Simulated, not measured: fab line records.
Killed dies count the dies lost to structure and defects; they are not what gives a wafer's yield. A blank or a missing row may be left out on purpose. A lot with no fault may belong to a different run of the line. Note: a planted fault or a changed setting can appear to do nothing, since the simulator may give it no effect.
fab line records    flow sfq-line
record: lots: 15  wafers: 45  last-day: 84
route steps=325 shown M6@262 I6@274 I7@297
lots with no fault: from the same line, run without faults
start-h: the number of hours between the record's first day and the start of the first shown wafer of the lot    wait-h: hours since the lot's step before    " unchanged from the row above    L1.1+2: several wafers, shown together as one row    - no value present, or no start provided    * or withheld: withheld    < > ~ a bound
route shown NAME@n: NAME is a module with steps in the file, n the number in the route of the first one    usual: mean and standard deviation over wafers with no fault    same: alike in all rows    chamber/n: place in a boat    sites: readings site by site    _std_site: the standard deviation of these    _edge_site: inner sites' mean taken away from outer sites' mean    radius-mm: how far each site lies from the wafer's centre    mask NAME#n: copy n    behind: tool/chamber where the wafer was last shaped    hold: reason for holding the lot/hours on hold/outcome of the hold    device: the transistor (n, p or np) that didn't switch    end of line: at the end of the route, the tests of the same wafers    for a step that has no rows: nothing shown but its recipe    killed: count of dies lost to structure and defects at first sort (not the wafer's yield)    map: per-die view of a wafer (x killed, . not killed, _ where there is no die)
set.NAME: setting as actually run; set.NAME@STEP: the setting as run at that earlier step    model.NAME: the simulator's own value behind a step, which no gauge read
one table for each step of the route and one row for each wafer, over a sample of lots
services: a tool's chamber out of use, with start hour (start-h, from the record's first day; less than 0 if before it), hours out, and reason
== steps ==
step: SFQ_TRILAYER_M6_BARC_OPEN_METAL_ETCH_206
recipe: mask-material: PR  chemistry: O2  target-depth-nm: 125  target: BARC  icp-w: 600  bias-w: 80  pressure-mtorr: 10  time-s: 41.7
usual: drypump-motor-current-A: 5.62/0.28  oes-product-au: 0.685/0.0043  rf-fwd-power-W: 594.0/1.9
lot.wafer  tool          chamber  start-h  wait-h  drypump-motor-current-A  oes-product-au  rf-fwd-power-W  rf-hours-counter-h
L828.2     rie-metal-01  0        1524.03  0.0     5.92                     0.693           595.0           36
L828.5     "             0        "        "       5.92                     0.687           594.6           -
L828.6     "             1        "        "       5.45                     0.685           592.4           -
L829.1     rie-metal-03  0        1539.63  0.0     5.51                     0.681           594.9           17
L829.2     "             1        "        "       5.25                     0.686           591.9           99
L829.4     "             0        "        "       5.50                     0.691           597.9           -
L830.1     rie-metal-01  0        1555.23  0.0     5.93                     0.683           596.1           38
L830.2     "             1        "        "       5.47                     0.690           594.8           17
L830.5     "             0        "        "       5.92                     0.682           593.3           -
L831.2     rie-metal-04  0        1566.03  0.0     6.14                     0.685           591.5           65
L831.3     "             1        "        "       5.62                     0.688           594.3           -
L831.4     "             0        "        "       6.12                     0.688           592.1           -
L832.4     rie-metal-01  0        1568.45  0.0     5.89                     0.688           594.5           -
L832.5     "             0        "        "       5.89                     0.687           596.4           -
L832.6     "             1        "        "       5.48                     0.690           598.9           -
L833.2     rie-metal-01  0        1575.63  0.0     5.93                     0.693           597.3           40
L833.4     "             1        "        "       5.46                     0.684           593.6           -
L833.5     "             1        "        "       5.48                     0.691           594.7           -
L834.3     rie-metal-03  1        1579.25  0.0     5.26                     0.679           594.0           -
L834.5     "             1        "        "       5.28                     0.690           590.0           -
L834.6     "             0        "        "       5.51                     0.680           594.1           -
L840.2     rie-metal-04  1        1646.23  0.0     5.64                     0.687           594.2           51
L840.3     "             0        "        "       6.15                     0.680           594.9           -
L840.4     "             1        "        "       5.62                     0.687           594.7           -
L841.1     rie-metal-03  0        1658.23  0.0     5.51                     0.688           594.3           28
L841.2     "             1        "        "       5.29                     0.676           594.5           110
L841.6     "             0        "        "       5.51                     0.689           593.6           -
L842.1     rie-metal-01  1        1663.03  0.0     5.47                     0.692           592.9           28
L842.2     "             0        "        "       5.89                     0.677           593.6           48
L842.4     "             0        "        "       5.90                     0.687           592.2           -
L846.3     rie-metal-03  0        1708.77  0.0     5.51                     0.686           596.0           -
L846.4     "             1        "        "       5.27                     0.684           592.1           -
L846.6     "             1        "        "       5.28                     0.683           593.5           -
L847.4     rie-metal-03  1        1740.30  0.0     5.25                     0.685           591.3           -
L847.5     "             0        "        "       5.51                     0.685           595.2           -
L847.6     "             1        "        "       5.23                     0.687           590.5           -
L848.1     rie-metal-04  0        1742.68  0.0     6.14                     0.686           595.6           88
L848.5     "             1        "        "       5.64                     0.686           594.7           -
L848.6     "             0        "        "       6.13                     0.689           594.6           -
L850.2     rie-metal-04  0        1747.83  0.0     6.12                     0.685           593.8           89
L850.3     "             1        "        "       5.69                     0.680           593.0           -
L850.5     "             1        "        "       5.67                     0.685           593.5           -
L851.1     rie-metal-01  1        1752.60  0.0     5.47                     0.688           594.4           44
L851.4     "             1        "        "       5.47                     0.691           592.5           -
L851.5     "             1        "        "       5.47                     0.679           596.4           -
step: SFQ_TRILAYER_I6_VIA_LITHO_PEB_172
recipe: peb-temp-c: 115  peb-time-s: 60  resist: KrF
usual: chill-plate-temp-C: 23.00/0.097  exhaust-pa: 45.0/0.87  peb-time-s: 60/0
lot.wafer  tool            chamber  start-h  wait-h  chill-plate-temp-C  exhaust-pa  peb-time-s
L828.2     litho-track-03  0        1648.32  0.8     23.05               44.9        60
L828.5     "               0        "        "       22.92               44.7        60
L828.6     "               0        "        "       22.93               45.5        60
L829.1     litho-track-04  0        1661.49  1.0     23.07               44.4        60
L829.2     "               0        "        "       22.95               45.1        60
L829.4     "               0        "        "       23.03               44.7        60
L830.1     litho-track-04  0        1673.62  1.0     23.10               45.7        60
L830.2     "               0        "        "       23.15               44.3        60
L830.5     "               0        "        "       23.16               44.3        60
L831.2     litho-track-01  0        1682.04  0.8     23.09               46.2        60
L831.3     "               0        "        "       23.14               47.0        60
L831.4     "               0        "        "       23.11               45.0        60
L832.4     litho-track-01  0        1684.49  0.5     23.04               44.4        60
L832.5     "               0        "        "       23.07               44.3        60
L832.6     "               0        "        "       22.98               45.1        60
L833.2     litho-track-03  0        1688.04  0.8     22.79               44.2        60
L833.4     "               0        "        "       22.84               44.2        60
L833.5     "               0        "        "       22.82               43.4        60
L834.3     litho-track-03  0        1690.47  0.7     23.01               45.3        60
L834.5     "               0        "        "       23.11               44.1        60
L834.6     "               0        "        "       22.93               45.5        60
L840.2     litho-track-01  -        1742.87  0.8     -                   -           -
L840.3     "               -        "        "       -                   -           -
L840.4     "               -        "        "       -                   -           -
L841.1     litho-track-04  -        1753.65  1.0     -                   -           -
L841.2     "               -        "        "       -                   -           -
L841.6     "               -        "        "       -                   -           -
L842.1     litho-track-01  -        1757.25  1.0     -                   -           -
L842.2     "               -        "        "       -                   -           -
L842.4     "               -        "        "       -                   -           -
L846.3     litho-track-04  0        1807.26  0.7     22.96               45.1        60
L846.4     "               0        "        "       22.98               44.0        60
L846.6     "               0        "        "       22.97               45.3        60
L847.4     litho-track-04  0        1837.38  0.5     23.12               45.0        60
L847.5     "               0        "        "       23.03               44.2        60
L847.6     "               0        "        "       23.15               45.1        60
L848.1     litho-track-04  0        1839.71  1.0     23.13               45.1        60
L848.5     "               0        "        "       22.88               46.9        60
L848.6     "               0        "        "       23.12               45.9        60
L850.2     litho-track-03  0        1844.53  0.8     22.91               45.2        60
L850.3     "               0        "        "       22.86               43.8        60
L850.5     "               0        "        "       22.88               43.6        60
L851.1     litho-track-01  0        1849.31  1.0     22.86               45.1        60
L851.4     "               0        "        "       22.92               46.2        60
L851.5     "               0        "        "       22.78               44.8        60
step: SFQ_TRILAYER_I6_VIA_BARC_OPEN_VIA_ETCH_235
recipe: mask-material: PR  chemistry: O2  target-depth-nm: 125  target: BARC  source-w: 500  bias-w: 80  pressure-mtorr: 30  time-s: 41.7
usual: drypump-motor-current-A: 5.55/0.25  oes-product-au: 0.684/0.005  rf-fwd-power-W: 494.4/2.1
lot.wafer  tool         chamber  start-h  wait-h  drypump-motor-current-A  oes-product-au  rf-fwd-power-W  rf-hours-counter-h
L828.2     rie-diel-04  3        1648.63  0.0     5.81                     0.687           495.7           15
L828.5     "            3        "        "       5.82                     0.683           495.0           -
L828.6     "            0        "        "       5.69                     0.689           497.5           -
L829.1     rie-diel-04  1        1661.83  0.0     5.36                     0.680           491.3           9
L829.2     "            3        "        "       5.78                     0.677           497.1           15
L829.4     "            0        "        "       5.73                     0.684           495.0           -
L830.1     rie-diel-04  0        1673.95  0.0     5.68                     0.676           497.7           13
L830.2     "            1        "        "       5.35                     0.672           493.0           10
L830.5     "            3        "        "       5.79                     0.683           494.7           -
L831.2     rie-diel-02  3        1682.35  0.0     5.36                     0.682           495.9           1
L831.3     "            0        "        "       5.50                     0.687           495.0           19
L831.4     "            0        "        "       5.47                     0.690           493.5           -
L832.4     rie-diel-03  3        1684.75  0.0     5.81                     0.685           495.2           4
L832.5     "            1        "        "       5.64                     0.688           497.3           -
L832.6     "            0        "        "       5.43                     0.681           491.7           -
L833.2     rie-diel-04  2        1688.35  0.0     5.76                     0.682           492.1           0
L833.4     "            1        "        "       5.33                     0.677           490.8           10
L833.5     "            2        "        "       5.78                     0.686           492.7           -
L834.3     rie-diel-04  1        1690.75  0.0     5.38                     0.688           490.4           10
L834.5     "            1        "        "       5.36                     0.686           494.4           -
L834.6     "            2        "        "       5.76                     0.685           492.6           -
L840.2     rie-diel-02  0        1743.19  0.0     5.48                     0.683           493.6           20
L840.3     "            1        "        "       5.68                     0.688           496.0           1
L840.4     "            3        "        "       5.36                     0.686           494.2           1
L841.1     rie-diel-02  2        1753.99  0.0     4.96                     0.690           493.9           2
L841.2     "            3        "        "       5.36                     0.683           494.9           2
L841.6     "            0        "        "       5.49                     0.687           493.1           -
L842.1     rie-diel-03  3        1757.59  0.0     5.80                     0.680           496.0           5
L842.2     "            1        "        "       5.64                     0.687           495.6           18
L842.4     "            2        "        "       5.77                     0.679           492.6           18
L846.3     rie-diel-04  1        1807.55  0.0     5.35                     0.681           492.4           11
L846.4     "            0        "        "       5.68                     0.689           495.4           14
L846.6     "            2        "        "       5.78                     0.684           492.5           -
L847.4     rie-diel-02  1        1837.66  0.0     5.72                     0.684           497.1           -
L847.5     "            0        "        "       5.47                     0.679           495.4           -
L847.6     "            2        "        "       4.94                     0.694           493.3           -
L848.1     rie-diel-04  3        1840.04  0.0     5.78                     0.690           494.3           17
L848.5     "            0        "        "       5.70                     0.688           496.5           -
L848.6     "            3        "        "       5.81                     0.690           496.0           -
L850.2     rie-diel-04  3        1844.84  0.0     5.81                     0.684           493.4           17
L850.3     "            2        "        "       5.77                     0.688           488.9           2
L850.5     "            2        "        "       5.77                     0.686           491.0           -
L851.1     rie-diel-03  0        1849.64  0.0     5.43                     0.680           491.7           18
L851.4     "            2        "        "       5.76                     0.677           494.3           20
L851.5     "            3        "        "       5.80                     0.681           494.3           -
step: SFQ_TRILAYER_I7_CMP_CMP_184
recipe: material: SiO2  down-force-psi: 3  platen-rpm: 60.56  pad-velocity-m-s: 0.94248
usual: head-pressure-psi: 3.000/0.006  motor-current-A: 10.4/1  time-to-endpoint-s: 212/6.8
lot.wafer  tool    chamber  start-h  wait-h  head-pressure-psi  motor-current-A  time-to-endpoint-s
L828.2     cmp-01  0        1657.76  4.4     2.996              11.9             211
L828.6     "       1        "        "       2.994              9.3              205
L828.5     "       2        "        "       3.002              8.4              210
L829.1     cmp-02  0        1667.83  1.5     3.001              10.8             209
L829.2     "       1        "        "       2.996              10.6             208
L829.4     "       2        "        "       3.001              11.4             215
L830.2     cmp-01  3        1683.76  4.6     3.001              9.5              210
L830.1     "       1        1684.76  5.6     3.005              9.9              199
L830.5     "       2        "        "       2.998              8.8              210
L831.2     cmp-02  0        1691.33  4.5     2.983              11.0             210
L831.4     "       1        "        "       3.001              10.8             211
L831.3     "       3        1692.83  6.0     3.005              10.5             212
L833.4     cmp-01  0        1695.26  2.1     2.993              12.3             219
L833.2     "       1        "        "       3.005              9.9              205
L833.5     "       0        1697.26  4.1     2.997              12.4             214
L832.4     cmp-02  2        1695.83  5.3     2.995              12.1             212
L832.6     "       3        "        "       3.005              10.1             208
L832.5     "       0        "        "       3.007              10.5             213
L834.3     cmp-02  3        1697.33  1.8     3.002              10.3             201
L834.6     "       3        1699.33  3.8     3.009              10.9             206
L834.5     "       0        "        "       2.998              10.4             215
L840.3     cmp-02  0        1838.00  0.5     3.003              10.7             222
L840.2     "       1        "        "       2.993              10.8             212
L840.4     "       2        "        "       2.991              11.0             226
L841.2     cmp-01  0        1848.28  0.0     2.999              11.6             212
L841.1     "       1        "        "       2.996              8.8              203
L841.6     "       1        1850.78  2.5     2.989              9.7              211
L842.2     cmp-01  2        1852.29  0.0     3.005              8.8              205
L842.1     "       3        "        "       3.000              9.9              204
L842.4     "       0        "        "       3.009              11.8             210
L846.3     cmp-02  3        1899.22  1.1     3.000              10.0             206
L846.4     "       1        1900.22  2.0     3.007              10.3             212
L846.6     "       3        1901.22  3.0     2.992              10.2             209
L847.4     cmp-01  2        1926.77  2.7     2.997              8.4              214
L847.5     "       0        1927.77  3.6     3.005              11.4             226
L847.6     "       1        "        "       3.006              9.2              225
L848.1     cmp-01  0        1928.77  2.5     3.006              12.6             222
L848.5     "       0        1930.77  4.4     2.997              12.4             232
L848.6     "       1        "        "       2.985              9.5              226
L850.3     cmp-02  3        1932.79  2.9     3.001              10.1             207
L850.2     "       1        1933.79  3.9     2.996              10.7             202
L850.5     "       0        1935.29  5.3     3.002              10.5             219
L851.1     cmp-01  0        1934.77  1.3     3.009              12.6             218
L851.4     "       2        1935.77  2.2     3.006              8.3              218
L851.5     "       0        1936.77  3.2     3.014              11.1             223
== services ==
tool          chamber  start-h  hours  kind
rie-diel-04   1        1510.22  60.7   repair
cmp-01        -        1527.91  5.0    pm
cmp-01        -        1571.45  2.4    repair
rie-diel-04   1        1591.04  7.2    repair
cmp-02        -        1593.65  4.0    pm
rie-diel-04   -        1596.31  2.8    pm
cmp-01        -        1603.83  1.4    repair
cmp-01        -        1613.22  16.7   pm
cmp-02        -        1629.34  2.0    repair
rie-metal-01  0        1643.39  6.0    repair
rie-diel-04   3        1650.05  6.5    repair
cmp-02        -        1652.50  2.5    repair
rie-diel-04   -        1662.88  0.8    repair
cmp-02        -        1713.49  6.1    pm
cmp-01        -        1773.19  4.0    pm
cmp-02        -        1780.06  0.5    repair
cmp-01        -        1788.46  4.2    pm
cmp-02        -        1846.63  0.8    repair
rie-diel-04   3        1861.62  6.1    repair
cmp-02        -        1864.09  6.4    pm
cmp-01        -        1866.28  2.0    repair
cmp-01        -        1902.76  0.9    repair
rie-diel-04   1        1929.34  4.0    repair
cmp-02        -        1935.79  4.0    pm
== key ==
first-sign: step: SFQ_TRILAYER_I6_VIA_LITHO_PEB_172  reading: tool-record  direction: missing
effect none on later readings
met-at SFQ_TRILAYER_I6_VIA_LITHO_PEB_172
struck-lots L840,L841,L842
not-acting-at SFQ_TRILAYER_M6_BARC_OPEN_METAL_ETCH_206,SFQ_TRILAYER_I6_VIA_BARC_OPEN_VIA_ETCH_235,SFQ_TRILAYER_I7_CMP_CMP_184
onset-between 1684.49 1742.87
fault: kind: skipped-step-whole  tool: litho-track-01,litho-track-04  chamber: -  onset-h: 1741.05  steps: SFQ_TRILAYER_I6_VIA_LITHO_PEB_172  scope: struck-lots-only
